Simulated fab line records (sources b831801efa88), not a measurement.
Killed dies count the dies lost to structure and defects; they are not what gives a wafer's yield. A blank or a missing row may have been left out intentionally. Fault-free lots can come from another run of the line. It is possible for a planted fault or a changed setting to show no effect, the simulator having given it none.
fab line records ; flow sky130
[record] lots = 24; wafers = 72; last_day = 50
route steps=708 shown DNWELL@44 LDD_HVP@285 METAL2@488 VIA2@508 METAL3@536 PASSIVATION@684
lots with no fault: from the same line, run without faults
start_h: hours from the record's opening day to when the first of the lot's shown wafers began ; wait_h: hours from the lot's prior step to this one ; " unchanged from the row above ; L1.1+2: a row that stands for several wafers ; - value missing, or start not given ; * or withheld: withheld ; < > ~ a bound
route shown NAME@n: NAME is a module with steps in the file, n the number in the route of the first one ; usual: mean/standard deviation of fault-free wafers ; same: alike in all rows ; chamber/n: place in a boat ; sites: the reading at each site ; _std_site: standard deviation across them ; _edge_site: the outer-site mean with the inner-site mean subtracted ; radius_mm: for every site, how far away it sits from the centre of the wafer ; mask NAME#n: copy n ; behind: the tool/chamber that last shaped the wafer ; hold: cause of the lot's hold/its duration in hours/its outcome ; device: whichever transistor did not switch (one of n, p or np) ; end of line: tests run on the same wafers once the route is complete ; step lacking rows: just its recipe ; killed: the dies lost at the first sort to structure and to defects; this is not the yield of the wafer ; map: a wafer's dies, x killed, . not, _ none there
set.NAME: the setting the step ran with; set.NAME@STEP: the setting that earlier step ran with ; model.NAME: the simulator's own value behind a step, which no gauge read
route steps across a sampled set of lots; one table per step, one row per wafer
services: a tool's chamber out of use, with start hour (start_h, from the record's first day; less than 0 if before it), hours out, and reason
[[steps]]
[step SKY_DNWELL_TW_MEAS_09]
[usual] DNWELL_TW = 1120/8.3
lot.wafer;tool;chamber;start_h;wait_h;DNWELL_TW
L074.1;film_metro-01;-;52.56;0.1;1119
L074.2;film_metro-01;-;52.56;0.1;1118
L074.3;film_metro-01;-;52.56;0.1;1119
L075.3;film_metro-03;-;59.19;0.1;1114
L075.4;film_metro-03;-;59.19;0.1;1117
L075.5;film_metro-03;-;59.19;0.1;1118
L076.1;film_metro-03;-;64.66;0.1;1117
L076.2;film_metro-03;-;64.66;0.1;1115
L076.4;film_metro-03;-;64.66;0.1;1114
L077.4;film_metro-01;-;70.04;0.1;1116
L077.5;film_metro-01;-;70.04;0.1;1117
L077.6;film_metro-01;-;70.04;0.1;1116
L078.1;film_metro-02;-;76.77;0.1;1114
L078.2;film_metro-02;-;76.77;0.1;1110
L078.4;film_metro-02;-;76.77;0.1;1119
L079.2;film_metro-03;-;82.92;0.1;1123
L079.4;film_metro-03;-;82.92;0.1;1127
L079.6;film_metro-03;-;82.92;0.1;1128
L080.1;film_metro-03;-;85.62;0.1;1120
L080.3;film_metro-03;-;85.62;0.1;1126
L080.4;film_metro-03;-;85.62;0.1;1127
L081.2;film_metro-01;-;91.38;0.1;1133
L081.5;film_metro-01;-;91.38;0.1;1127
L081.6;film_metro-01;-;91.38;0.1;1120
L082.2;film_metro-03;-;96.52;0.1;1124
L082.3;film_metro-03;-;96.52;0.1;1123
L082.6;film_metro-03;-;96.52;0.1;1127
L083.1;film_metro-01;-;100.32;0.1;1118
L083.4;film_metro-01;-;100.32;0.1;1116
L083.5;film_metro-01;-;100.32;0.1;1116
L084.1;film_metro-02;-;103.92;0.1;1109
L084.4;film_metro-02;-;103.92;0.1;1109
L084.6;film_metro-02;-;103.92;0.1;1107
L085.1;film_metro-01;-;112.17;0.1;1127
L085.3;film_metro-01;-;112.17;0.1;1128
L085.6;film_metro-01;-;112.17;0.1;1126
L086.2;film_metro-02;-;119.17;0.1;1107
L086.5;film_metro-02;-;119.17;0.1;1109
L086.6;film_metro-02;-;119.17;0.1;1106
L087.2;film_metro-01;-;123.13;0.1;1137
L087.4;film_metro-01;-;123.13;0.1;1141
L087.5;film_metro-01;-;123.13;0.1;1144
L088.1;film_metro-03;-;128.31;0.1;1119
L088.3;film_metro-03;-;128.31;0.1;1117
L088.4;film_metro-03;-;128.31;0.1;1122
L089.2;film_metro-02;-;132.73;0.1;1121
L089.3;film_metro-02;-;132.73;0.1;1112
L089.4;film_metro-02;-;132.73;0.1;1114
L090.3;film_metro-03;-;138.79;0.1;1130
L090.5;film_metro-03;-;138.79;0.1;1125
L090.6;film_metro-03;-;138.79;0.1;1121
L091.2;film_metro-02;-;148.08;0.1;1107
L091.4;film_metro-02;-;148.08;0.1;1106
L091.5;film_metro-02;-;148.08;0.1;1108
L092.1;film_metro-01;-;150.32;0.1;1121
L092.2;film_metro-01;-;150.32;0.1;1124
L092.4;film_metro-01;-;150.32;0.1;1124
L093.2;film_metro-01;-;153.58;0.1;1119
L093.3;film_metro-01;-;153.58;0.1;1125
L093.5;film_metro-01;-;153.58;0.1;1127
L094.1;film_metro-02;-;160.57;0.1;1107
L094.2;film_metro-02;-;160.57;0.1;1107
L094.6;film_metro-02;-;160.57;0.1;1103
L095.1;film_metro-03;-;165.86;0.1;1131
L095.2;film_metro-03;-;165.86;0.1;1126
L095.3;film_metro-03;-;165.86;0.1;1135
L096.3;film_metro-03;-;168.69;0.1;1117
L096.4;film_metro-03;-;168.69;0.1;1116
L096.5;film_metro-03;-;168.69;0.1;1124
L097.3;film_metro-03;-;175.93;0.1;1128
L097.4;film_metro-03;-;175.93;0.1;1119
L097.5;film_metro-03;-;175.93;0.1;1119
[step SKY_LDD_HVP_OVL_MEAS_07]
[usual] LDD_HVP_OVL = 0.0/1.5
lot.wafer;tool;chamber;start_h;wait_h;LDD_HVP_OVL[nm]
L074.1;overlay-02;-;496.07;0.1;0.1
L074.2;overlay-02;-;496.07;0.1;2.1
L074.3;overlay-02;-;496.07;0.1;1.6
L075.3;overlay-01;-;511.33;0.1;1.6
L075.4;overlay-01;-;511.33;0.1;1.8
L075.5;overlay-01;-;511.33;0.1;2.3
L076.1;overlay-02;-;522.92;0.1;-0.1
L076.2;overlay-02;-;522.92;0.1;-0.4
L076.4;overlay-02;-;522.92;0.1;-0.8
L077.4;overlay-02;-;529.34;0.1;0.4
L077.5;overlay-02;-;529.34;0.1;1.3
L077.6;overlay-02;-;529.34;0.1;2.9
L078.1;overlay-01;-;539.17;0.1;-0.7
L078.2;overlay-01;-;539.17;0.1;-2.4
L078.4;overlay-01;-;539.17;0.1;-2.3
L079.2;overlay-02;-;550.58;0.1;-0.6
L079.4;overlay-02;-;550.58;0.1;0.2
L079.6;overlay-02;-;550.58;0.1;-0.8
L080.1;overlay-01;-;553.15;0.1;-1.4
L080.3;overlay-01;-;553.15;0.1;-2.4
L080.4;overlay-01;-;553.15;0.1;-0.1
L081.2;overlay-02;-;566.37;0.1;-1.0
L081.5;overlay-02;-;566.37;0.1;-1.4
L081.6;overlay-02;-;566.37;0.1;0.0
L082.2;overlay-02;-;580.46;0.1;0.4
L082.3;overlay-02;-;580.46;0.1;-0.3
L082.6;overlay-02;-;580.46;0.1;0.9
L083.1;overlay-02;-;580.97;0.1;1.2
L083.4;overlay-02;-;580.97;0.1;2.4
L083.5;overlay-02;-;580.97;0.1;1.5
L084.1;overlay-02;-;588.52;0.1;1.1
L084.4;overlay-02;-;588.52;0.1;-1.5
L084.6;overlay-02;-;588.52;0.1;-0.4
L085.1;overlay-02;-;600.42;0.1;-2.6
L085.3;overlay-02;-;600.42;0.1;-3.2
L085.6;overlay-02;-;600.42;0.1;-2.2
L086.2;overlay-02;-;609.57;0.1;1.9
L086.5;overlay-02;-;609.57;0.1;1.4
L086.6;overlay-02;-;609.57;0.1;1.8
L087.2;overlay-02;-;614.53;0.1;0.5
L087.4;overlay-02;-;614.53;0.1;0.6
L087.5;overlay-02;-;614.53;0.1;-0.6
L088.1;overlay-02;-;620.90;0.1;-1.3
L088.3;overlay-02;-;620.90;0.1;-1.0
L088.4;overlay-02;-;620.90;0.1;-1.2
L089.2;overlay-01;-;638.67;0.1;-1.3
L089.3;overlay-01;-;638.67;0.1;-1.8
L089.4;overlay-01;-;638.67;0.1;-2.2
L090.3;overlay-01;-;640.17;0.1;-1.2
L090.5;overlay-01;-;640.17;0.1;-0.4
L090.6;overlay-01;-;640.17;0.1;-1.7
L091.2;overlay-01;-;646.97;0.1;0.9
L091.4;overlay-01;-;646.97;0.1;1.3
L091.5;overlay-01;-;646.97;0.1;1.1
L092.1;overlay-02;-;653.30;0.1;2.5
L092.2;overlay-02;-;653.30;0.1;1.8
L092.4;overlay-02;-;653.30;0.1;2.6
L093.2;overlay-01;-;657.22;0.1;1.4
L093.3;overlay-01;-;657.22;0.1;0.6
L093.5;overlay-01;-;657.22;0.1;-0.2
L094.1;overlay-02;-;666.25;0.1;1.0
L094.2;overlay-02;-;666.25;0.1;1.8
L094.6;overlay-02;-;666.25;0.1;1.8
L095.1;overlay-01;-;673.75;0.1;-0.7
L095.2;overlay-01;-;673.75;0.1;-0.9
L095.3;overlay-01;-;673.75;0.1;-1.2
L096.3;overlay-01;-;677.92;0.1;0.6
L096.4;overlay-01;-;677.92;0.1;-0.3
L096.5;overlay-01;-;677.92;0.1;-1.0
L097.3;overlay-02;-;689.87;0.1;0.8
L097.4;overlay-02;-;689.87;0.1;-1.8
L097.5;overlay-02;-;689.87;0.1;0.6
[step SKY_METAL2_RS_MEAS_05]
[recipe] thk_meas_gauge = four-point-probe; reads = TiN_of_METAL2_SPUTTER_04+Ti_of_METAL2_SPUTTER_03+AlCu_of_METAL2_SPUTTER_02+TiN_of_METAL2_SPUTTER_01+Ti_of_METAL2_SPUTTER_00
[usual] METAL2_ALCU_RS = 0.1267/0.0013
lot.wafer;tool;chamber;start_h;wait_h;METAL2_ALCU_RS[ohm/sq]
L074.1;film_metro-03;-;795.47;0.0;0.1281
L074.2;film_metro-03;-;795.47;0.0;0.1256
L074.3;film_metro-03;-;795.47;0.0;0.1281
L075.3;film_metro-03;-;814.52;0.1;0.1277
L075.4;film_metro-03;-;814.52;0.1;0.1273
L075.5;film_metro-03;-;814.52;0.1;0.1270
L076.1;film_metro-02;-;820.60;0.0;0.1286
L076.2;film_metro-02;-;820.60;0.0;0.1290
L076.4;film_metro-02;-;820.60;0.0;0.1280
L077.4;film_metro-03;-;824.08;0.1;0.1267
L077.5;film_metro-03;-;824.08;0.1;0.1287
L077.6;film_metro-03;-;824.08;0.1;0.1254
L078.1;film_metro-03;-;831.52;0.0;0.1287
L078.2;film_metro-03;-;831.52;0.0;0.1287
L078.4;film_metro-03;-;831.52;0.0;0.1285
L079.2;film_metro-03;-;840.87;0.0;0.1272
L079.4;film_metro-03;-;840.87;0.0;0.1287
L079.6;film_metro-03;-;840.87;0.0;0.1292
L080.1;film_metro-02;-;843.88;0.0;0.1268
L080.3;film_metro-02;-;843.88;0.0;0.1244
L080.4;film_metro-02;-;843.88;0.0;0.1237
L081.2;film_metro-04;-;855.40;0.0;0.1278
L081.5;film_metro-04;-;855.40;0.0;0.1267
L081.6;film_metro-04;-;855.40;0.0;0.1270
L082.2;film_metro-04;-;867.60;0.0;0.1281
L082.3;film_metro-04;-;867.60;0.0;0.1266
L082.6;film_metro-04;-;867.60;0.0;0.1290
L083.1;film_metro-02;-;867.96;0.0;0.1256
L083.4;film_metro-02;-;867.96;0.0;0.1286
L083.5;film_metro-02;-;867.96;0.0;0.1273
L084.1;film_metro-04;-;876.19;0.0;0.1268
L084.4;film_metro-04;-;876.19;0.0;0.1271
L084.6;film_metro-04;-;876.19;0.0;0.1259
L085.1;film_metro-02;-;884.82;0.0;0.1264
L085.3;film_metro-02;-;884.82;0.0;0.1266
L085.6;film_metro-02;-;884.82;0.0;0.1263
L086.2;film_metro-04;-;890.76;0.0;0.1252
L086.5;film_metro-04;-;890.76;0.0;0.1248
L086.6;film_metro-04;-;890.76;0.0;0.1252
L087.2;film_metro-04;-;897.25;0.0;0.1258
L087.4;film_metro-04;-;897.25;0.0;0.1273
L087.5;film_metro-04;-;897.25;0.0;0.1260
L088.1;film_metro-04;-;904.53;0.0;0.1260
L088.3;film_metro-04;-;904.53;0.0;0.1283
L088.4;film_metro-04;-;904.53;0.0;0.1279
L089.2;film_metro-04;-;916.31;0.0;0.1245
L089.3;film_metro-04;-;916.31;0.0;0.1236
L089.4;film_metro-04;-;916.31;0.0;0.1250
L090.3;film_metro-04;-;919.70;0.1;0.1248
L090.5;film_metro-04;-;919.70;0.1;0.1270
L090.6;film_metro-04;-;919.70;0.1;0.1257
L091.2;film_metro-02;-;925.25;0.0;0.1261
L091.4;film_metro-02;-;925.25;0.0;0.1257
L091.5;film_metro-02;-;925.25;0.0;0.1272
L092.1;film_metro-04;-;930.36;0.0;0.1275
L092.2;film_metro-04;-;930.36;0.0;0.1278
L092.4;film_metro-04;-;930.36;0.0;0.1269
L093.2;film_metro-02;-;933.00;0.0;0.1269
L093.3;film_metro-02;-;933.00;0.0;0.1265
L093.5;film_metro-02;-;933.00;0.0;0.1262
L094.1;film_metro-03;-;941.53;0.0;0.1274
L094.2;film_metro-03;-;941.53;0.0;0.1286
L094.6;film_metro-03;-;941.53;0.0;0.1263
L095.1;film_metro-03;-;946.98;0.0;0.1267
L095.2;film_metro-03;-;946.98;0.0;0.1268
L095.3;film_metro-03;-;946.98;0.0;0.1269
L096.3;film_metro-02;-;953.57;0.1;0.1272
L096.4;film_metro-02;-;953.57;0.1;0.1276
L096.5;film_metro-02;-;953.57;0.1;0.1282
L097.3;film_metro-04;-;963.42;0.1;0.1256
L097.4;film_metro-04;-;963.42;0.1;0.1254
L097.5;film_metro-04;-;963.42;0.1;0.1262
[step SKY_VIA2_THK_MEAS_01]
[recipe] reads = SiO2_of_VIA2_HDPCVD_00
[usual] VIA2_HDPCVD_THK = 1179/12
lot.wafer;tool;chamber;start_h;wait_h;VIA2_HDPCVD_THK[nm]
L074.1;film_metro-04;-;822.58;0.1;1174
L074.2;film_metro-04;-;822.58;0.1;1171
L074.3;film_metro-04;-;822.58;0.1;1184
L075.3;film_metro-03;-;842.48;0.1;1163
L075.4;film_metro-03;-;842.48;0.1;1164
L075.5;film_metro-03;-;842.48;0.1;1153
L076.1;film_metro-04;-;847.89;0.1;1184
L076.2;film_metro-04;-;847.89;0.1;1178
L076.4;film_metro-04;-;847.89;0.1;1165
L077.4;film_metro-01;-;850.50;0.0;1172
L077.5;film_metro-01;-;850.50;0.0;1174
L077.6;film_metro-01;-;850.50;0.0;1176
L078.1;film_metro-03;-;857.77;0.1;1192
L078.2;film_metro-03;-;857.77;0.1;1193
L078.4;film_metro-03;-;857.77;0.1;1190
L079.2;film_metro-04;-;867.99;0.1;1187
L079.4;film_metro-04;-;867.99;0.1;1193
L079.6;film_metro-04;-;867.99;0.1;1163
L080.1;film_metro-04;-;870.53;0.1;1177
L080.3;film_metro-04;-;870.53;0.1;1189
L080.4;film_metro-04;-;870.53;0.1;1180
L081.2;film_metro-03;-;882.22;0.1;1196
L081.5;film_metro-03;-;882.22;0.1;1205
L081.6;film_metro-03;-;882.22;0.1;1190
L082.2;film_metro-01;-;893.63;0.1;1171
L082.3;film_metro-01;-;893.63;0.1;1172
L082.6;film_metro-01;-;893.63;0.1;1174
L083.1;film_metro-04;-;893.97;0.1;1194
L083.4;film_metro-04;-;893.97;0.1;1166
L083.5;film_metro-04;-;893.97;0.1;1161
L084.1;film_metro-04;-;901.96;0.1;1170
L084.4;film_metro-04;-;901.96;0.1;1169
L084.6;film_metro-04;-;901.96;0.1;1181
L085.1;film_metro-01;-;910.72;0.1;1169
L085.3;film_metro-01;-;910.72;0.1;1200
L085.6;film_metro-01;-;910.72;0.1;1181
L086.2;film_metro-03;-;917.05;0.1;1197
L086.5;film_metro-03;-;917.05;0.1;1190
L086.6;film_metro-03;-;917.05;0.1;1181
L087.2;film_metro-04;-;923.39;0.1;1181
L087.4;film_metro-04;-;923.39;0.1;1195
L087.5;film_metro-04;-;923.39;0.1;1191
L088.1;film_metro-04;-;930.96;0.1;1173
L088.3;film_metro-04;-;930.96;0.1;1189
L088.4;film_metro-04;-;930.96;0.1;1198
L089.2;film_metro-01;-;942.07;0.1;1185
L089.3;film_metro-01;-;942.07;0.1;1178
L089.4;film_metro-01;-;942.07;0.1;1189
L090.3;film_metro-03;-;945.84;0.1;1171
L090.5;film_metro-03;-;945.84;0.1;1177
L090.6;film_metro-03;-;945.84;0.1;1172
L091.2;film_metro-03;-;952.00;0.1;1182
L091.4;film_metro-03;-;952.00;0.1;1202
L091.5;film_metro-03;-;952.00;0.1;1166
L092.1;film_metro-03;-;957.27;0.1;1178
L092.2;film_metro-03;-;957.27;0.1;1190
L092.4;film_metro-03;-;957.27;0.1;1169
L093.2;film_metro-04;-;959.82;0.1;1193
L093.3;film_metro-04;-;959.82;0.1;1161
L093.5;film_metro-04;-;959.82;0.1;1168
L094.1;film_metro-01;-;967.43;0.1;1187
L094.2;film_metro-01;-;967.43;0.1;1168
L094.6;film_metro-01;-;967.43;0.1;1165
L095.1;film_metro-04;-;973.12;0.1;1182
L095.2;film_metro-04;-;973.12;0.1;1196
L095.3;film_metro-04;-;973.12;0.1;1187
L096.3;film_metro-03;-;979.38;0.1;1168
L096.4;film_metro-03;-;979.38;0.1;1155
L096.5;film_metro-03;-;979.38;0.1;1157
L097.3;film_metro-03;-;988.34;0.1;1188
L097.4;film_metro-03;-;988.34;0.1;1195
L097.5;film_metro-03;-;988.34;0.1;1178
[step SKY_METAL3_SPUTTER_04]
[recipe] material = TiN; target_thk_nm = 70; power_w = 6500; time_s = 58.3; chamber_pressure_pa = 0.4
[usual] throttle_valve_pct = 30.0/1
lot.wafer;tool;chamber;start_h;wait_h;throttle_valve_pct
L074.1;pvd_sputter-04;-;850.45;0.0;29.4
L074.2;pvd_sputter-04;-;850.45;0.0;30.0
L074.3;pvd_sputter-04;-;850.45;0.0;30.7
L075.3;pvd_sputter-02;-;869.78;0.0;31.2
L075.4;pvd_sputter-02;-;869.78;0.0;29.4
L075.5;pvd_sputter-02;-;869.78;0.0;28.7
L076.1;pvd_sputter-02;-;875.85;0.0;29.4
L076.2;pvd_sputter-02;-;875.85;0.0;29.1
L076.4;pvd_sputter-02;-;875.85;0.0;31.1
L077.4;pvd_sputter-04;-;877.93;0.0;29.1
L077.5;pvd_sputter-04;-;877.93;0.0;29.4
L077.6;pvd_sputter-04;-;877.93;0.0;31.6
L078.1;pvd_sputter-02;-;885.16;0.0;31.0
L078.2;pvd_sputter-02;-;885.16;0.0;28.9
L078.4;pvd_sputter-02;-;885.16;0.0;29.3
L079.2;pvd_sputter-02;-;895.78;0.0;29.3
L079.4;pvd_sputter-02;-;895.78;0.0;29.4
L079.6;pvd_sputter-02;-;895.78;0.0;29.1
L080.1;pvd_sputter-01;-;897.74;0.0;32.4
L080.3;pvd_sputter-01;-;897.74;0.0;29.4
L080.4;pvd_sputter-01;-;897.74;0.0;29.7
L081.2;pvd_sputter-02;-;909.70;0.0;29.1
L081.5;pvd_sputter-02;-;909.70;0.0;29.0
L081.6;pvd_sputter-02;-;909.70;0.0;29.1
L082.2;pvd_sputter-01;-;920.73;0.0;32.2
L082.3;pvd_sputter-01;-;920.73;0.0;30.9
L082.6;pvd_sputter-01;-;920.73;0.0;29.2
L083.1;pvd_sputter-04;-;921.05;0.0;30.0
L083.4;pvd_sputter-04;-;921.05;0.0;29.3
L083.5;pvd_sputter-04;-;921.05;0.0;29.4
L084.1;pvd_sputter-04;-;929.23;0.0;31.4
L084.4;pvd_sputter-04;-;929.23;0.0;29.8
L084.6;pvd_sputter-04;-;929.23;0.0;29.1
L085.1;pvd_sputter-02;-;937.58;0.0;29.0
L085.3;pvd_sputter-02;-;937.58;0.0;29.3
L085.6;pvd_sputter-02;-;937.58;0.0;31.0
L086.2;pvd_sputter-02;-;944.92;0.0;29.2
L086.5;pvd_sputter-02;-;944.92;0.0;31.2
L086.6;pvd_sputter-02;-;944.92;0.0;29.3
L087.2;pvd_sputter-01;-;950.64;0.0;29.4
L087.4;pvd_sputter-01;-;950.64;0.0;29.9
L087.5;pvd_sputter-01;-;950.64;0.0;30.7
L088.1;pvd_sputter-02;-;958.75;0.0;31.1
L088.3;pvd_sputter-02;-;958.75;0.0;29.3
L088.4;pvd_sputter-02;-;958.75;0.0;29.2
L089.2;pvd_sputter-01;-;969.75;0.0;30.8
L089.3;pvd_sputter-01;-;969.75;0.0;32.2
L089.4;pvd_sputter-01;-;969.75;0.0;29.9
L090.3;pvd_sputter-04;-;973.24;0.0;30.0
L090.5;pvd_sputter-04;-;973.24;0.0;30.2
L090.6;pvd_sputter-04;-;973.24;0.0;29.4
L091.2;pvd_sputter-02;-;978.63;0.0;31.0
L091.4;pvd_sputter-02;-;978.63;0.0;29.3
L091.5;pvd_sputter-02;-;978.63;0.0;28.5
L092.1;pvd_sputter-01;-;983.85;0.0;29.2
L092.2;pvd_sputter-01;-;983.85;0.0;32.2
L092.4;pvd_sputter-01;-;983.85;0.0;31.0
L093.2;pvd_sputter-02;-;986.49;0.0;29.3
L093.3;pvd_sputter-02;-;986.49;0.0;29.3
L093.5;pvd_sputter-02;-;986.49;0.0;29.3
L094.1;pvd_sputter-02;-;993.75;0.0;30.9
L094.2;pvd_sputter-02;-;993.75;0.0;29.3
L094.6;pvd_sputter-02;-;993.75;0.0;29.2
L095.1;pvd_sputter-02;-;998.94;0.0;29.3
L095.2;pvd_sputter-02;-;998.94;0.0;29.4
L095.3;pvd_sputter-02;-;998.94;0.0;29.0
L096.3;pvd_sputter-04;-;1004.30;0.0;29.4
L096.4;pvd_sputter-04;-;1004.30;0.0;30.5
L096.5;pvd_sputter-04;-;1004.30;0.0;31.6
L097.3;pvd_sputter-02;-;1013.65;0.0;29.7
L097.4;pvd_sputter-02;-;1013.65;0.0;29.5
L097.5;pvd_sputter-02;-;1013.65;0.0;31.3
[step SKY_PASSIVATION_THK_MEAS_03]
[recipe] reads = Si3N4_of_PASSIVATION_CVD_02
[usual] PASSIVATION_CVD_02_THK = 538/7.5
lot.wafer;tool;chamber;start_h;wait_h;PASSIVATION_CVD_02_THK[nm]
L074.1;film_metro-02;-;1030.72;-;531
L074.2;film_metro-02;-;1030.72;-;538
L074.3;film_metro-02;-;1030.72;-;519
L075.3;film_metro-02;-;1048.19;-;534
L075.4;film_metro-02;-;1048.19;-;538
L075.5;film_metro-02;-;1048.19;-;540
L076.1;film_metro-02;-;1052.05;-;529
L076.2;film_metro-02;-;1052.05;-;539
L076.4;film_metro-02;-;1052.05;-;546
L077.4;film_metro-02;-;1057.05;-;538
L077.5;film_metro-02;-;1057.05;-;545
L077.6;film_metro-02;-;1057.05;-;534
L078.1;film_metro-04;-;1062.14;-;537
L078.2;film_metro-04;-;1062.14;-;534
L078.4;film_metro-04;-;1062.14;-;549
L079.2;film_metro-02;-;1071.09;-;525
L079.4;film_metro-02;-;1071.09;-;546
L079.6;film_metro-02;-;1071.09;-;542
L080.1;film_metro-01;-;1072.13;-;536
L080.3;film_metro-01;-;1072.13;-;537
L080.4;film_metro-01;-;1072.13;-;545
L081.2;film_metro-01;-;1081.43;-;522
L081.5;film_metro-01;-;1081.43;-;537
L081.6;film_metro-01;-;1081.43;-;527
L082.2;film_metro-02;-;1089.61;-;537
L082.3;film_metro-02;-;1089.61;-;535
L082.6;film_metro-02;-;1089.61;-;551
L083.1;film_metro-02;-;1092.45;-;541
L083.4;film_metro-02;-;1092.45;-;549
L083.5;film_metro-02;-;1092.45;-;539
L084.1;film_metro-02;-;1102.06;-;544
L084.4;film_metro-02;-;1102.06;-;551
L084.6;film_metro-02;-;1102.06;-;542
L085.1;film_metro-01;-;1105.32;-;540
L085.3;film_metro-01;-;1105.32;-;533
L085.6;film_metro-01;-;1105.32;-;544
L086.2;film_metro-04;-;1110.54;-;528
L086.5;film_metro-04;-;1110.54;-;544
L086.6;film_metro-04;-;1110.54;-;539
L087.2;film_metro-02;-;1115.84;-;533
L087.4;film_metro-02;-;1115.84;-;532
L087.5;film_metro-02;-;1115.84;-;535
L088.1;film_metro-02;-;1124.27;-;526
L088.3;film_metro-02;-;1124.27;-;536
L088.4;film_metro-02;-;1124.27;-;529
L089.2;film_metro-04;-;1130.74;-;539
L089.3;film_metro-04;-;1130.74;-;537
L089.4;film_metro-04;-;1130.74;-;537
L090.3;film_metro-01;-;1133.17;-;531
L090.5;film_metro-01;-;1133.17;-;534
L090.6;film_metro-01;-;1133.17;-;546
L091.2;film_metro-01;-;1139.40;-;543
L091.4;film_metro-01;-;1139.40;-;539
L091.5;film_metro-01;-;1139.40;-;546
L092.1;film_metro-02;-;1144.82;-;543
L092.2;film_metro-02;-;1144.82;-;542
L092.4;film_metro-02;-;1144.82;-;538
L093.2;film_metro-04;-;1145.14;-;530
L093.3;film_metro-04;-;1145.14;-;525
L093.5;film_metro-04;-;1145.14;-;534
L094.1;film_metro-04;-;1150.44;-;529
L094.2;film_metro-04;-;1150.44;-;534
L094.6;film_metro-04;-;1150.44;-;535
L095.1;film_metro-01;-;1154.87;-;534
L095.2;film_metro-01;-;1154.87;-;540
L095.3;film_metro-01;-;1154.87;-;543
L096.3;film_metro-04;-;1158.09;-;526
L096.4;film_metro-04;-;1158.09;-;544
L096.5;film_metro-04;-;1158.09;-;542
L097.3;film_metro-01;-;1165.53;-;550
L097.4;film_metro-01;-;1165.53;-;534
L097.5;film_metro-01;-;1165.53;-;548
[[services]]
tool;chamber;start_h;hours;kind
pvd_sputter-01;2;837.55;-;consumable_replace:kit
pvd_sputter-01;2;837.55;18.0;scheduled_down
pvd_sputter-01;2;837.55;18.0;vent_cycle
pvd_sputter-02;-;908.89;0.5;repair
pvd_sputter-04;-;911.27;3.2;repair
pvd_sputter-04;1;929.28;-;consumable_replace:kit
pvd_sputter-04;1;929.28;18.0;scheduled_down
pvd_sputter-04;1;929.28;18.0;vent_cycle
pvd_sputter-02;2;930.04;-;consumable_replace:kit
pvd_sputter-02;2;930.04;18.0;scheduled_down
pvd_sputter-02;2;930.04;18.0;vent_cycle
pvd_sputter-02;-;947.51;4.0;repair
pvd_sputter-01;-;981.76;1.7;repair
pvd_sputter-04;-;1011.22;2.6;repair
[[key]]
fault none
